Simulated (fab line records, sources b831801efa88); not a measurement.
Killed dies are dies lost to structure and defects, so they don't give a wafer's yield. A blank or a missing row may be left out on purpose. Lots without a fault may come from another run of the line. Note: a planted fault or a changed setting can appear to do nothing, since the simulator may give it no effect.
Which tool was responsible? -- flow gf180mcu -- 24 lots with 72 wafers sampled at 6 steps, on a route of 602 steps

WHAT THE GAUGES SHOWED, per wafer
GF_M1_RS_MEAS_05: uses a four-point probe to measure. Usual: M1_ALCU_RS gives 0.0696 ohm/sq (standard deviation 0.00072).
lot,measured,on,M1_ALCU_RS (ohm/sq),flag
L074,day 16 12:10,film_metro-01,0.0704 0.0702 0.0704,
L076,day 16 19:17,film_metro-03,0.0699 0.0691 0.0697,
L075,day 17 00:26,film_metro-02,0.0694 0.0693 0.0690,
L077,day 17 04:05,film_metro-01,0.0707 0.0704 0.0695,
L078,day 17 17:01,film_metro-01,0.0699 0.0698 0.0699,
L079,day 18 02:45,film_metro-02,0.0694 0.0688 0.0695,
L080,day 18 12:13,film_metro-03,0.0688 0.0683 0.0691,
L081,day 18 14:23,film_metro-01,0.0703 0.0698 0.0701,
L082,day 18 22:11,film_metro-02,0.0697 0.0700 0.0704,
L083,day 19 13:26,film_metro-01,0.0693 0.0691 0.0687,
L084,day 19 21:30,film_metro-03,0.0686 0.0680 0.0681,
L085,day 20 04:38,film_metro-03,0.0693 0.0694 0.0689,
L086,day 20 12:48,film_metro-01,0.0698 0.0698 0.0683,
L087,day 21 05:06,film_metro-01,0.0687 0.0684 0.0689,
L088,day 21 15:31,film_metro-03,0.0698 0.0702 0.0704,
L089,day 22 00:34,film_metro-02,0.0701 0.0701 0.0697,
L090,day 22 03:56,film_metro-01,0.0706 0.0701 0.0703,
L091,day 22 09:44,film_metro-03,0.0696 0.0690 0.0703,
L092,day 22 20:23,film_metro-03,0.0690 0.0698 0.0707,
L093,day 23 05:32,film_metro-02,0.0704 0.0708 0.0708,
L094,day 23 11:58,film_metro-03,0.0698 0.0688 0.0692,
L095,day 23 13:52,film_metro-01,0.0695 0.0693 0.0703,
L096,day 24 07:11,film_metro-03,0.0689 0.0691 0.0684,
L097,day 24 08:34,film_metro-03,0.0689 0.0692 0.0688,

GF_V2_BOW_MEAS_05. Usual: V2_BOW gives 101 um (standard deviation 7.8).
lot,measured,on,V2_BOW (um),flag
L074,day 19 14:35,film_metro-04,102 97 97,
L076,day 19 22:22,film_metro-04,99 98 98,
L075,day 20 02:28,film_metro-04,111 115 108,
L077,day 20 08:02,film_metro-01,95 90 88,
L078,day 20 22:56,film_metro-01,102 105 109,
L079,day 21 07:23,film_metro-01,97 92 97,
L080,day 21 17:23,film_metro-01,97 112 108,
L081,day 21 19:26,film_metro-02,108 116 102,
L082,day 22 02:52,film_metro-04,103 111 116,
L083,day 22 17:25,film_metro-02,106 103 106,
L084,day 23 02:26,film_metro-04,87 101 98,
L085,day 23 07:58,film_metro-02,91 96 96,
L086,day 23 15:19,film_metro-02,77 94 81,
L087,day 24 06:41,film_metro-04,107 104 107,
L088,day 24 15:55,film_metro-01,104 97 110,
L089,day 25 01:26,film_metro-01,98 86 89,
L090,day 25 03:42,film_metro-01,99 101 92,
L091,day 25 09:02,film_metro-01,99 96 104,
L092,day 25 19:19,film_metro-02,93 95 109,
L093,day 26 03:29,film_metro-04,97 103 97,
L094,day 26 10:46,film_metro-02,104 106 100,
L095,day 26 10:52,film_metro-01,107 113 105,
L096,day 27 02:43,film_metro-02,102 109 98,
L097,day 27 04:14,film_metro-02,92 103 98,

GF_V3_BOW_MEAS_05. Usual: V3_BOW gives 119 um (standard deviation 8).
lot,measured,on,V3_BOW (um),flag
L074,day 21 19:20,film_metro-01,118 115 115,
L076,day 22 02:18,film_metro-04,112 109 109,
L075,day 22 05:53,film_metro-04,128 131 125,
L077,day 22 10:11,film_metro-01,116 111 108,
L078,day 23 02:08,film_metro-01,121 126 127,
L079,day 23 09:31,film_metro-03,118 113 116,
L080,day 23 18:29,film_metro-01,111 125 120,
L081,day 23 19:38,film_metro-03,130 137 124,
L082,day 24 03:19,film_metro-03,121 133 136,
L083,day 24 16:53,film_metro-01,125 123 126,
L084,day 25 02:03,film_metro-01,102 115 113,
L085,day 25 07:31,film_metro-04,111 115 116,
L086,day 25 14:14,film_metro-04,98 114 101,
L087,day 26 05:14,film_metro-01,122 118 121,
L088,day 26 13:58,film_metro-03,117 110 124,
L089,day 26 22:10,film_metro-04,119 107 112,
L090,day 27 00:23,film_metro-01,122 126 114,
L091,day 27 05:37,film_metro-04,116 112 123,
L092,day 27 15:16,film_metro-04,108 110 125,
L093,day 27 23:21,film_metro-01,108 116 111,
L094,day 28 05:46,film_metro-01,123 126 120,
L095,day 28 05:42,film_metro-03,118 125 117,
L096,day 28 21:19,film_metro-01,122 130 119,
L097,day 28 23:03,film_metro-03,111 123 118,

GF_V5_RS_MEAS_24: uses a four-point probe to measure. Usual: V5_W_RS gives 0.328 ohm/sq (standard deviation 0.0052).
lot,measured,on,V5_W_RS (ohm/sq),flag
L074,day 27 13:17,film_metro-04,0.327 0.326 0.327,
L076,day 27 20:59,film_metro-04,0.324 0.331 0.325,
L075,day 27 22:34,film_metro-01,0.318 0.327 0.332,
L077,day 28 03:43,film_metro-04,0.320 0.320 0.332,
L078,day 28 14:02,film_metro-01,0.336 0.336 0.338,
L079,day 28 21:50,film_metro-03,0.318 0.320 0.321,
L080,day 29 05:06,film_metro-03,0.329 0.334 0.325,
L081,day 29 07:23,film_metro-03,0.329 0.337 0.334,
L082,day 29 13:43,film_metro-03,0.333 0.324 0.322,
L083,day 30 02:36,film_metro-03,0.330 0.325 0.331,
L084,day 30 07:17,film_metro-01,0.331 0.323 0.336,
L085,day 30 14:49,film_metro-03,0.320 0.332 0.321,
L086,day 30 18:40,film_metro-04,0.335 0.333 0.328,
L087,day 31 08:02,film_metro-03,0.337 0.333 0.327,
L088,day 31 15:34,film_metro-01,0.326 0.321 0.328,
L089,day 32 00:05,film_metro-03,0.321 0.333 0.332,
L090,day 32 01:22,film_metro-04,0.331 0.330 0.330,
L091,day 32 05:49,film_metro-01,0.330 0.328 0.325,
L092,day 32 13:31,film_metro-03,0.321 0.333 0.324,
L093,day 32 21:40,film_metro-03,0.328 0.322 0.331,
L094,day 33 02:13,film_metro-01,0.327 0.328 0.334,
L095,day 33 02:31,film_metro-04,0.322 0.331 0.320,
L096,day 33 14:04,film_metro-03,0.326 0.321 0.321,
L097,day 33 15:04,film_metro-01,0.328 0.333 0.327,

GF_TOP_METAL_THK_MEAS_06: measures by xrf. Usual: TOP_METAL_ALCU_THK gives 917 nm (standard deviation 12).
lot,measured,on,TOP_METAL_ALCU_THK (nm),flag
L074,day 27 14:05,film_metro-04,932 934 927,
L076,day 27 21:49,film_metro-04,911 917 917,
L075,day 27 23:23,film_metro-04,945 936 946,
L077,day 28 04:32,film_metro-03,906 898 894,
L078,day 28 14:50,film_metro-02,899 910 901,
L079,day 28 22:40,film_metro-04,919 925 938,
L080,day 29 05:55,film_metro-03,919 930 918,
L081,day 29 08:11,film_metro-02,916 925 910,
L082,day 29 14:32,film_metro-03,926 931 931,
L083,day 30 03:25,film_metro-02,914 904 905,
L084,day 30 08:05,film_metro-02,912 909 905,
L085,day 30 15:38,film_metro-03,911 916 908,
L086,day 30 19:29,film_metro-03,922 927 929,
L087,day 31 08:50,film_metro-02,904 900 906,
L088,day 31 16:23,film_metro-02,906 899 919,
L089,day 32 00:54,film_metro-03,907 920 925,
L090,day 32 02:24,film_metro-03,911 909 909,
L091,day 32 06:40,film_metro-02,925 921 929,
L092,day 32 14:20,film_metro-04,913 924 925,
L093,day 32 22:29,film_metro-03,908 921 924,
L094,day 33 03:02,film_metro-02,925 908 926,
L095,day 33 03:20,film_metro-03,908 920 917,
L096,day 33 14:53,film_metro-03,906 910 912,
L097,day 33 15:53,film_metro-03,924 917 928,

WHICH TOOL RAN EACH LOT (tool, then ch and the chambers of the sampled wafers, then the start)
lot,GF_M3_SPUTTER_02
L074,"pvd_sputter-04, day 20 17:01"
L076,"pvd_sputter-02, day 21 00:44"
L075,"pvd_sputter-02, day 21 04:30"
L077,"pvd_sputter-04, day 21 09:38"
L078,"pvd_sputter-04, day 22 01:18"
L079,"pvd_sputter-03, day 22 09:20"
L080,"pvd_sputter-02, day 22 18:21"
L081,"pvd_sputter-04, day 22 20:00"
L082,"pvd_sputter-03, day 23 03:20"
L083,"pvd_sputter-02, day 23 17:44"
L084,"pvd_sputter-03, day 24 02:42"
L085,"pvd_sputter-02, day 24 08:11"
L086,"pvd_sputter-04, day 24 15:15"
L087,"pvd_sputter-04, day 25 06:45"
L088,"pvd_sputter-04, day 25 15:34"
L089,"pvd_sputter-03, day 26 00:38"
L090,"pvd_sputter-04, day 26 02:30"
L091,"pvd_sputter-02, day 26 07:40"
L092,"pvd_sputter-03, day 26 17:36"
L093,"pvd_sputter-03, day 27 02:02"
L094,"pvd_sputter-02, day 27 08:29"
L095,"pvd_sputter-03, day 27 08:46"
L096,"pvd_sputter-02, day 28 00:31"
L097,"pvd_sputter-02, day 28 02:35"
- GF_M3_SPUTTER_02: material AlCu, target thk 450 nm, time 23.9 s.

AS READ BY THE TOOLS THEMSELVES (means over the sampled wafers that have a number; for cases with no such wafer, the mark the record gives instead)
GF_M3_SPUTTER_02. Usual: chamber_pressure_pa 0.4000 Pa, standard deviation 0.00084; throttle_valve_pct 30.0 %, standard deviation 1.2.
lot,tool,chamber_pressure_pa (Pa),throttle_valve_pct (%),flag
L074,pvd_sputter-04,0.4002,30.0,
L076,pvd_sputter-02,0.3997,29.2,
L075,pvd_sputter-02,0.4011,29.9,
L077,pvd_sputter-04,0.3997,29.4,
L078,pvd_sputter-04,0.4003,29.6,
L079,pvd_sputter-03,0.4001,29.4,
L080,pvd_sputter-02,0.4002,29.2,
L081,pvd_sputter-04,0.3995,28.9,
L082,pvd_sputter-03,0.3995,30.7,
L083,pvd_sputter-02,0.3990,29.1,
L084,pvd_sputter-03,0.3998,30.5,
L085,pvd_sputter-02,0.4002,29.4,
L086,pvd_sputter-04,0.4001,30.7,
L087,pvd_sputter-04,0.4005,29.4,
L088,pvd_sputter-04,0.3996,30.3,
L089,pvd_sputter-03,0.4005,30.1,
L090,pvd_sputter-04,0.4008,29.5,
L091,pvd_sputter-02,0.4001,29.9,
L092,pvd_sputter-03,0.4000,30.6,
L093,pvd_sputter-03,0.3997,30.0,
L094,pvd_sputter-02,0.3990,30.4,
L095,pvd_sputter-03,0.4000,29.3,
L096,pvd_sputter-02,0.4004,29.9,
L097,pvd_sputter-02,0.3997,29.7,

THE ANSWER, worked out from the rows above alone
Rule: lot off if the mean of its wafers having a number is beyond 3 standard deviations from the usual mean. A lot without any number at a reading at which 4 lots or more have one is off too. The other lots that the step has rows for count as sound. First the gauges in route order, then the tools' own readings, where a lot's mean is used as printed above. The first step at which some lot is off is used, and at that step the reading that is off furthest; a lot without a number counts as furthest.
None of the lots is off at any reading shown; this tells nothing.

WHAT HAD BEEN PUT IN BY THE SIMULATOR
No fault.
